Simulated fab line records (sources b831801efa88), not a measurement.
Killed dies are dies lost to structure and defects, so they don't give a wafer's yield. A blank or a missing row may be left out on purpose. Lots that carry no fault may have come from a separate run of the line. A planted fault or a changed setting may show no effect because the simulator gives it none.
Which tool is to blame? | flow gf180mcu | 14 lots (42 wafers sampled), 1 step of a 602-step route

WHAT THE GAUGES READ, wafer by wafer
GF_V5_OVL_MEAS_15.
lot  | measured     | on         | V5_OVL (nm)
L760 | day 27 18:45 | overlay-01 | -1 -1 2
L761 | day 27 19:52 | overlay-02 | -12 -3 -6
L762 | day 28 00:31 | overlay-01 | -5 -3 3
L766 | day 29 14:04 | overlay-01 | -4 -3 -10
L767 | day 29 14:44 | overlay-01 | -2 1 -4
L769 | day 30 03:17 | overlay-02 | -5 1 -1
L770 | day 30 16:54 | overlay-02 | -8 -9 -10
L771 | day 31 01:13 | overlay-01 | 2 0 -1
L774 | day 31 09:31 | overlay-01 | -6 -2 -15
L775 | day 32 06:53 | overlay-02 | 3 1 2
L777 | day 32 14:20 | overlay-02 | -20 -19 -15
L781 | day 33 06:19 | overlay-02 | -1 -10 -8
L782 | day 33 09:58 | overlay-01 | -3 2 -3
L783 | day 33 14:36 | overlay-02 | -6 -3 -5

WHICH TOOL RAN EACH LOT (tool, then ch and the chambers of the sampled wafers, then the start)
Record: no process step prior to these readings.

WHAT THE TOOLS THEMSELVES READ (means of the sampled wafers that have a number; where no wafer has one, the mark that the record gives instead)
The record holds no such reading with a usual standard deviation.

THE ANSWER, worked out from the rows above alone
Rule: usual is defined by the lots themselves. Put in order of their means at a reading, lots are off if they are a third of the lots or fewer, leave a main group of 4 or more, and stand apart from it by a gap of 3 or more times the standard deviation of the main group's means; of several such gaps the widest counts. A main group whose means are all the same, to the digits that the tables above print for the reading, isn't used. Also off: a lot with no number at a reading for which 4 or more lots have one. The other lots that the step has rows for count as sound. Order of review: gauges by route order, followed by the tools' own readings, for which a lot's mean as printed above is used. At the first step where some lot is off, the reading lying furthest off is the one used; lots without a number count as furthest.
No lot is off at any reading shown: from this, nothing can be told.

WHAT THE SIMULATOR HAD INSERTED
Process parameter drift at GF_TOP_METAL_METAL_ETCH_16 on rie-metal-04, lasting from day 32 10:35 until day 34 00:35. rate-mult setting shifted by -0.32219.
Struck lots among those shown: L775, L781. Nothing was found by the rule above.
